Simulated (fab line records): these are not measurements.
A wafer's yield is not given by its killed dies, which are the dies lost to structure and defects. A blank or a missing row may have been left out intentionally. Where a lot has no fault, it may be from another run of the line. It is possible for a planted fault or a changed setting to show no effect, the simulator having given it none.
Check for tools in common || flow gf180mcu || 13 lots and 39 wafers in the sample

WHAT PROMPTED THE OPENING
GF_POLY_GATE_THK_MEAS_01, reading POLY_GATE_CVD_00_THK: flagged on 3 of 13 lots. Wafers without a fault read 200.2 nm, standard deviation 2.1.
Rule: a lot is flagged when every wafer of it that has a number lies more than 4 standard deviations from that mean, or none has a number. As for the other lots, they are considered sound.

{"lot": "L300", "measured": "day 8 22:12", "on": "film metro-02", "POLY_GATE_CVD_00_THK (nm), wafer by wafer": "202.7 203.2 201.9", "flag": ""}
{"lot": "L301", "measured": "day 9 02:10", "on": "film metro-04", "POLY_GATE_CVD_00_THK (nm), wafer by wafer": "205.4 205.3 206.6", "flag": ""}
{"lot": "L303", "measured": "day 9 12:37", "on": "film metro-04", "POLY_GATE_CVD_00_THK (nm), wafer by wafer": "198.0 196.7 198.2", "flag": ""}
{"lot": "L304", "measured": "day 9 23:32", "on": "film metro-02", "POLY_GATE_CVD_00_THK (nm), wafer by wafer": "203.0 200.6 202.2", "flag": ""}
{"lot": "L305", "measured": "day 10 08:34", "on": "film metro-02", "POLY_GATE_CVD_00_THK (nm), wafer by wafer": "202.7 202.2 201.8", "flag": ""}
{"lot": "L306", "measured": "day 10 18:13", "on": "film metro-01", "POLY_GATE_CVD_00_THK (nm), wafer by wafer": "199.6 201.0 201.5", "flag": ""}
{"lot": "L308", "measured": "day 11 15:48", "on": "film metro-01", "POLY_GATE_CVD_00_THK (nm), wafer by wafer": "198.6 200.2 198.7", "flag": ""}
{"lot": "L309", "measured": "day 11 15:48", "on": "film metro-04", "POLY_GATE_CVD_00_THK (nm), wafer by wafer": "199.3 198.3 197.8", "flag": ""}
{"lot": "L311", "measured": "day 12 00:26", "on": "film metro-01", "POLY_GATE_CVD_00_THK (nm), wafer by wafer": "199.6 200.5 200.2", "flag": ""}
{"lot": "L313", "measured": "day 12 19:40", "on": "film metro-02", "POLY_GATE_CVD_00_THK (nm), wafer by wafer": "199.5 199.7 200.3", "flag": ""}
{"lot": "L315", "measured": "day 13 04:57", "on": "film metro-04", "POLY_GATE_CVD_00_THK (nm), wafer by wafer": "224.3 221.4 222.7", "flag": "FLAGGED"}
{"lot": "L316", "measured": "day 13 13:22", "on": "film metro-01", "POLY_GATE_CVD_00_THK (nm), wafer by wafer": "222.8 223.6 222.1", "flag": "FLAGGED"}
{"lot": "L317", "measured": "day 13 22:46", "on": "film metro-01", "POLY_GATE_CVD_00_THK (nm), wafer by wafer": "218.6 220.3 219.4", "flag": "FLAGGED"}
On average the flagged lots' numbers are 221.7 nm, which is +21.5 nm against the usual, or +10 standard deviations.

EACH LOT AND THE TOOL IT RAN ON
The record keeps 1 process step preceding the reading, out of 602 steps on the route. Each cell gives the tool, then ch followed by the chambers the sampled wafers passed through, then the start.
{"lot": "L300", "flag": "", "GF_POLY_GATE_CVD_00": "lpcvd-01 ch 0, day 8 20:12"}
{"lot": "L301", "flag": "", "GF_POLY_GATE_CVD_00": "lpcvd-01 ch 0, day 9 00:10"}
{"lot": "L303", "flag": "", "GF_POLY_GATE_CVD_00": "lpcvd-02 ch 0, day 9 11:16"}
{"lot": "L304", "flag": "", "GF_POLY_GATE_CVD_00": "lpcvd-01 ch 0, day 9 22:10"}
{"lot": "L305", "flag": "", "GF_POLY_GATE_CVD_00": "lpcvd-01 ch 1, day 10 07:13"}
{"lot": "L306", "flag": "", "GF_POLY_GATE_CVD_00": "lpcvd-01 ch 1, day 10 16:53"}
{"lot": "L308", "flag": "", "GF_POLY_GATE_CVD_00": "lpcvd-02 ch 1, day 11 14:28"}
{"lot": "L309", "flag": "", "GF_POLY_GATE_CVD_00": "lpcvd-02 ch 1, day 11 14:28"}
{"lot": "L311", "flag": "", "GF_POLY_GATE_CVD_00": "lpcvd-01 ch 0, day 11 23:04"}
{"lot": "L313", "flag": "", "GF_POLY_GATE_CVD_00": "lpcvd-01 ch 0, day 12 18:18"}
{"lot": "L315", "flag": "FLAGGED", "GF_POLY_GATE_CVD_00": "lpcvd-01 ch 0, day 13 03:35"}
{"lot": "L316", "flag": "FLAGGED", "GF_POLY_GATE_CVD_00": "lpcvd-01 ch 1, day 13 12:01"}
{"lot": "L317", "flag": "FLAGGED", "GF_POLY_GATE_CVD_00": "lpcvd-01 ch 1, day 13 21:25"}
What is done by these steps:
- GF_POLY_GATE_CVD_00: deposits poly-Si, target thk 200 nm, time 1200 s.
- GF_POLY_GATE_THK_MEAS_01

FLAGGED OVER TOTAL, TOOL BY TOOL (the gauges that took the reading come last)
{"step": "GF_POLY_GATE_CVD_00", "tool": "lpcvd-01", "lots run": 10, "flagged": 3, "share of the flagged lots": "all", "sound lots run after its first flagged lot": 0}
{"step": "GF_POLY_GATE_CVD_00", "tool": "lpcvd-02", "lots run": 3, "flagged": 0, "share of the flagged lots": "none", "sound lots run after its first flagged lot": "-"}
{"step": "GF_POLY_GATE_THK_MEAS_01", "tool": "film metro-01", "lots run": 5, "flagged": 2, "share of the flagged lots": "some", "sound lots run after its first flagged lot": 0}
{"step": "GF_POLY_GATE_THK_MEAS_01", "tool": "film metro-02", "lots run": 4, "flagged": 0, "share of the flagged lots": "none", "sound lots run after its first flagged lot": "-"}
{"step": "GF_POLY_GATE_THK_MEAS_01", "tool": "film metro-04", "lots run": 4, "flagged": 1, "share of the flagged lots": "some", "sound lots run after its first flagged lot": 0}

WHAT THE TABLE PERMITS
All flagged lots share 1 row of the table, namely lpcvd-01 at GF_POLY_GATE_CVD_00.
- lpcvd-01 at GF_POLY_GATE_CVD_00: 3 of its 10 lots flagged. Last sound lot L313 at day 12 18:18, first flagged lot L315 at day 13 03:35; a fault beginning in between fits. Its own readings (susceptor temp C) fall more than 4 standard deviations out on all wafers of the flagged lots.
What remains is a single tool, lpcvd-01 at GF_POLY_GATE_CVD_00.

WHAT HAD BEEN PUT IN BY THE SIMULATOR
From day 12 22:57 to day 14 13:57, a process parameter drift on lpcvd-01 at GF_POLY_GATE_CVD_00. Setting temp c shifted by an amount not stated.
Shown lots that were struck: L315, L316, L317. The same result came from the rule above.
